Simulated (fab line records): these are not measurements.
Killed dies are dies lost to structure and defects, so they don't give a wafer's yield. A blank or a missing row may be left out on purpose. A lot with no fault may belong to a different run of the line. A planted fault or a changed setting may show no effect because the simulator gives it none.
fab line records | flow gf180mcu
record: lots: 7 | wafers: 21 | lastDay: 34
route steps=602 shown HV_LDD@182
lots that met no fault: taken from a fault-free run of the same line
startH: start of the lot's first displayed wafer, in hours after the record's first day | waitH: time in hours since the lot's previous step | " repeats the value in the row above | L1.1+2: one row covering several wafers at once | - value missing, or start not given | * or withheld: withheld | < > ~ a bound
route shown NAME@n: names a module that has steps shown in the file, with the first one's number in the route | usual: mean/standard deviation taken from wafers without a fault | same: alike in all rows | chamber/n: place in a boat | sites: each site's reading | _std_site: standard deviation across them | _edge_site: outer sites' mean less inner sites' | radiusMm: for every site, how far away it sits from the centre of the wafer | mask NAME#n: copy n | behind: the last tool/chamber to shape the wafer | hold: cause of the lot's hold/its duration in hours/its outcome | device: transistor that didn't switch, given as n, p or np | end of line: tests run on the same wafers once the route is complete | a step without rows: its recipe alone | killed: dies that structure and defects cost at the first sort, which is not the same as the wafer's yield | map: a wafer's dies, marking killed ones x, the rest . and places with no die _
set.NAME: the setting the step ran with; set.NAME@STEP: the setting that earlier step ran with | model.NAME: the simulator's own value behind a step, which no gauge read
lots at some steps of the route; a table a step, a row a wafer
services: a tool's chamber out of use, with start hour (startH, from the record's first day; less than 0 if before it), hours out, and reason
== steps ==
step: GF_HV_LDD_DEVELOP_06
recipe: developTimeS: 60 | devTempC: 23
step: GF_HV_LDD_CD_MEAS_07
recipe: targetCdNm: 400
usual: cdNm: 400.3/1.8
lot.wafer | tool     | chamber | startH | waitH | cdNm
L797.2    | cdSem-02 | -       | 247.94 | 0.1   | 396.6
L797.4    | "        | -       | "      | "     | 397.3
L797.5    | "        | -       | "      | "     | 399.6
L802.2    | cdSem-02 | -       | 284.19 | 0.1   | 402.4
L802.4    | "        | -       | "      | "     | 401.8
L802.5    | "        | -       | "      | "     | 402.0
L807.3    | cdSem-01 | -       | 316.26 | 0.1   | 400.9
L807.4    | "        | -       | "      | "     | 401.6
L807.5    | "        | -       | "      | "     | 399.4
L808.3    | cdSem-01 | -       | 323.21 | 0.1   | 403.2
L808.4    | "        | -       | "      | "     | 402.8
L808.5    | "        | -       | "      | "     | 402.9
L809.2    | cdSem-01 | -       | 329.04 | 0.1   | 402.7
L809.4    | "        | -       | "      | "     | 399.9
L809.6    | "        | -       | "      | "     | 400.1
L814.1    | cdSem-01 | -       | 365.62 | 0.1   | 401.1
L814.2    | "        | -       | "      | "     | 398.1
L814.6    | "        | -       | "      | "     | 400.1
L816.3    | cdSem-01 | -       | 386.40 | 0.1   | 401.0
L816.5    | "        | -       | "      | "     | 398.3
L816.6    | "        | -       | "      | "     | 401.0
step: GF_HV_LDD_OVL_MEAS_08
usual: HV_LDD_OVL: -0.1/1.4
lot.wafer | tool       | chamber | startH | waitH | HV_LDD_OVL[nm]
L797.2    | overlay-01 | -       | 248.04 | 0.1   | -1.4
L797.4    | "          | -       | "      | "     | -1.9
L797.5    | "          | -       | "      | "     | -2.2
L802.2    | overlay-02 | -       | 284.29 | 0.1   | -0.2
L802.4    | "          | -       | "      | "     | 1.5
L802.5    | "          | -       | "      | "     | 0.7
L807.3    | overlay-01 | -       | 316.35 | 0.1   | -1.0
L807.4    | "          | -       | "      | "     | 0.0
L807.5    | "          | -       | "      | "     | -1.1
L808.3    | overlay-01 | -       | 323.30 | 0.1   | -1.2
L808.4    | "          | -       | "      | "     | -1.2
L808.5    | "          | -       | "      | "     | -0.2
L809.2    | overlay-01 | -       | 329.15 | 0.1   | 1.6
L809.4    | "          | -       | "      | "     | -0.1
L809.6    | "          | -       | "      | "     | 0.5
L814.1    | overlay-02 | -       | 365.74 | 0.1   | -0.2
L814.2    | "          | -       | "      | "     | -0.8
L814.6    | "          | -       | "      | "     | -0.2
L816.3    | overlay-02 | -       | 386.50 | 0.1   | 0.7
L816.5    | "          | -       | "      | "     | 2.3
L816.6    | "          | -       | "      | "     | 2.4
step: GF_HV_LDD_IMPLANT_09
recipe: species: As | energyKev: 40 | doseCm2: 1e+14 | tiltDeg: 7
step: GF_HV_LDD_STRIP_10
recipe: chemistry: O2/N2 | powerW: 1400 | pressureMtorr: 1500 | platenTempC: 250 | o2FlowSccm: 3000 | n2FlowSccm: 300 | overashFraction: 0.5
usual: drypumpMotorCurrentA: 5.5/0.38 | heaterPowerW: 349/54 | oesProductAu: 0.715/0.005 | stripTimeToEndpointS: 12.64/0.037
lot.wafer | tool           | chamber | startH | waitH | drypumpMotorCurrentA | heaterPowerW | oesProductAu | rfHoursCounterH | stripTimeToEndpointS
L797.2    | plasmaAsher-03 | 1       | 248.22 | 0.1   | 5.4                  | 323          | 0.714        | 13              | 12.63
L797.4    | "              | 1       | "      | "     | 5.4                  | 336          | 0.716        | -               | 12.65
L797.5    | "              | 0       | "      | "     | 5.0                  | 435          | 0.717        | -               | 12.65
L802.2    | plasmaAsher-03 | 0       | 284.47 | 0.1   | 5.0                  | 428          | 0.707        | 16              | 12.67
L802.4    | "              | 1       | "      | "     | 5.3                  | 320          | 0.716        | -               | 12.64
L802.5    | "              | 1       | "      | "     | 5.3                  | 326          | 0.722        | -               | 12.59
L807.3    | plasmaAsher-02 | 0       | 316.55 | 0.1   | 5.7                  | 285          | 0.710        | -               | 12.62
L807.4    | "              | 1       | "      | "     | 5.8                  | 339          | 0.711        | -               | 12.62
L807.5    | "              | 1       | "      | "     | 5.7                  | 342          | 0.718        | -               | 12.65
L808.3    | plasmaAsher-03 | 1       | 323.50 | 0.1   | 5.4                  | 316          | 0.721        | -               | 12.63
L808.4    | "              | 0       | "      | "     | 5.0                  | 429          | 0.706        | -               | 12.60
L808.5    | "              | 1       | "      | "     | 5.3                  | 326          | 0.716        | -               | 12.62
L809.2    | plasmaAsher-03 | 1       | 329.33 | 0.1   | 5.4                  | 328          | 0.708        | 22              | 12.53
L809.4    | "              | 1       | "      | "     | 5.4                  | 324          | 0.714        | -               | 12.63
L809.6    | "              | 0       | "      | "     | 5.1                  | 443          | 0.722        | -               | 12.60
L814.1    | plasmaAsher-03 | 0       | 365.92 | 0.1   | 5.0                  | 436          | 0.718        | 26              | 12.56
L814.2    | "              | 1       | "      | "     | 5.4                  | 327          | 0.712        | 26              | 12.53
L814.6    | "              | 1       | "      | "     | 5.3                  | 324          | 0.719        | -               | 12.56
L816.3    | plasmaAsher-01 | 1       | 386.70 | 0.1   | 6.0                  | 303          | 0.708        | -               | 12.63
L816.5    | "              | 1       | "      | "     | 6.0                  | 291          | 0.710        | -               | 12.67
L816.6    | "              | 0       | "      | "     | 5.9                  | 346          | 0.710        | -               | 12.70
step: GF_HV_LDD_TW_MEAS_11
usual: HV_LDD_TW: 2407/9.6
lot.wafer | tool         | chamber | startH | waitH | HV_LDD_TW
L797.2    | filmMetro-01 | -       | 248.33 | 0.1   | 2410
L797.4    | "            | -       | "      | "     | 2419
L797.5    | "            | -       | "      | "     | 2408
L802.2    | filmMetro-04 | -       | 284.58 | 0.1   | 2421
L802.4    | "            | -       | "      | "     | 2406
L802.5    | "            | -       | "      | "     | 2418
L807.3    | filmMetro-04 | -       | 316.64 | 0.1   | 2414
L807.4    | "            | -       | "      | "     | 2413
L807.5    | "            | -       | "      | "     | 2402
L808.3    | filmMetro-01 | -       | 323.59 | 0.1   | 2426
L808.4    | "            | -       | "      | "     | 2418
L808.5    | "            | -       | "      | "     | 2408
L809.2    | filmMetro-01 | -       | 329.44 | 0.1   | 2410
L809.4    | "            | -       | "      | "     | 2400
L809.6    | "            | -       | "      | "     | 2408
L814.1    | filmMetro-04 | -       | 366.05 | 0.1   | 2403
L814.2    | "            | -       | "      | "     | 2408
L814.6    | "            | -       | "      | "     | 2410
L816.3    | filmMetro-01 | -       | 386.79 | 0.1   | 2416
L816.5    | "            | -       | "      | "     | 2405
L816.6    | "            | -       | "      | "     | 2403
step: GF_HV_LDD_DEHYDRATE_12
recipe: tempC: 200 | timeS: 60
step: GF_HV_LDD_HMDS_13
recipe: primeTimeS: 60 | primeTempC: 120
step: GF_HV_LDD_COAT_14
recipe: resist: NOVOLAK | spinRpm: 3000 | resistThkNm: 1000
step: GF_HV_LDD_SOFTBAKE_15
recipe: tempC: 90 | timeS: 60 | resist: NOVOLAK
step: GF_HV_LDD_EXPOSE_16
recipe: maskId: Pplus_LV_AREA | targetCdNm: 400 | na: 0.6 | sourceShape: conventional | sigmaOuter: 0.6 | doseMj: 140
step: GF_HV_LDD_PEB_17
recipe: tempC: withheld | timeS: * | resist: NOVOLAK
step: GF_HV_LDD_DEVELOP_18
recipe: developTimeS: 60 | devTempC: 23
usual: chillPlateTempC: 23.02/0.11 | developTimeS: 60/0
lot.wafer | tool          | chamber | startH | waitH | chillPlateTempC | developTimeS
L797.2    | lithoTrack-03 | 0       | 266.50 | 0.1   | 22.94           | 60
L797.4    | "             | 0       | "      | "     | 23.13           | 60
L797.5    | "             | 0       | "      | "     | 23.24           | 60
L802.2    | lithoTrack-03 | 0       | 304.05 | 0.1   | 22.82           | 60
L802.4    | "             | 0       | "      | "     | 22.83           | 60
L802.5    | "             | 0       | "      | "     | 22.97           | 60
L807.3    | lithoTrack-03 | -       | 337.12 | 0.1   | -               | -
L807.4    | "             | -       | "      | "     | -               | -
L807.5    | "             | -       | "      | "     | -               | -
L808.3    | lithoTrack-01 | -       | 344.72 | 0.1   | -               | -
L808.4    | "             | -       | "      | "     | -               | -
L808.5    | "             | -       | "      | "     | -               | -
L809.2    | lithoTrack-01 | -       | 350.04 | 0.1   | -               | -
L809.4    | "             | -       | "      | "     | -               | -
L809.6    | "             | -       | "      | "     | -               | -
L814.1    | lithoTrack-03 | 0       | 388.67 | 0.1   | 22.98           | 60
L814.2    | "             | 0       | "      | "     | 22.89           | 60
L814.6    | "             | 0       | "      | "     | 23.16           | 60
L816.3    | lithoTrack-02 | 0       | 409.36 | 0.1   | 22.90           | 60
L816.5    | "             | 0       | "      | "     | 23.02           | 60
L816.6    | "             | 0       | "      | "     | 23.01           | 60
step: GF_HV_LDD_CD_MEAS_19
recipe: targetCdNm: 400
usual: cdNm: 400.1/2
lot.wafer | tool     | chamber | startH | waitH | cdNm
L797.2    | cdSem-01 | -       | 266.64 | 0.1   | 400.4
L797.4    | "        | -       | "      | "     | 398.1
L797.5    | "        | -       | "      | "     | 397.4
L802.2    | cdSem-02 | -       | 304.19 | 0.1   | 399.0
L802.4    | "        | -       | "      | "     | 401.4
L802.5    | "        | -       | "      | "     | 404.6
L807.3    | cdSem-01 | -       | 337.26 | 0.1   | -
L807.4    | "        | -       | "      | "     | -
L807.5    | "        | -       | "      | "     | -
L808.3    | cdSem-02 | -       | 344.86 | 0.1   | -
L808.4    | "        | -       | "      | "     | -
L808.5    | "        | -       | "      | "     | -
L809.2    | cdSem-02 | -       | 350.19 | 0.1   | -
L809.4    | "        | -       | "      | "     | -
L809.6    | "        | -       | "      | "     | -
L814.1    | cdSem-01 | -       | 388.82 | 0.1   | 404.9
L814.2    | "        | -       | "      | "     | 403.4
L814.6    | "        | -       | "      | "     | 402.0
L816.3    | cdSem-01 | -       | 409.50 | 0.1   | 398.4
L816.5    | "        | -       | "      | "     | 399.1
L816.6    | "        | -       | "      | "     | 401.5
== services ==
tool           | chamber | startH | hours | kind
lithoTrack-01  | -       | 228.18 | -     | consumableReplace:filter
plasmaAsher-02 | -       | 239.30 | 5.8   | repair
plasmaAsher-01 | -       | 294.66 | 1.0   | repair
plasmaAsher-01 | -       | 302.50 | 28.1  | pm
plasmaAsher-03 | -       | 357.01 | 4.4   | repair
plasmaAsher-01 | -       | 364.35 | 3.7   | repair
== key ==
firstSign: step: GF_HV_LDD_DEVELOP_18 | reading: toolRecord | direction: missing
effect none on later readings
metAt GF_HV_LDD_DEVELOP_18
struckWafers L807.3,L807.4,L807.5,L808.3,L808.4,L808.5,L809.2,L809.4,L809.6
laterRowsLeftOut L807.3,L807.4,L807.5,L808.3,L808.4,L808.5,L809.2,L809.4,L809.6
sortLeftOut L807.3,L807.4,L807.5,L808.3,L808.4,L808.5,L809.2,L809.4,L809.6
testerLeftOut L807,L808,L809
onsetBetween 304.05 337.12
fault: kind: skippedStepWhole | tool: lithoTrack-01,lithoTrack-03 | chamber: - | onsetH: 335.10 | steps: GF_HV_LDD_DEVELOP_18 | scope: struckLotsOnly
testerLeftOut: of these lots the tester's yield and bins aren't shown, on N5 and GAA mostly nor the transistor test; their killed dies are dies lost to structure and defects alone, not to doping, threshold or leakage, so they don't give the yield
sortLeftOut: the simulated sort isn't trusted on such a fault, so these wafers' sort isn't shown, and their yield isn't known
laterRowsLeftOut: the simulator's readings of these wafers behind a module that went badly wrong aren't trusted and aren't shown, but for the sort
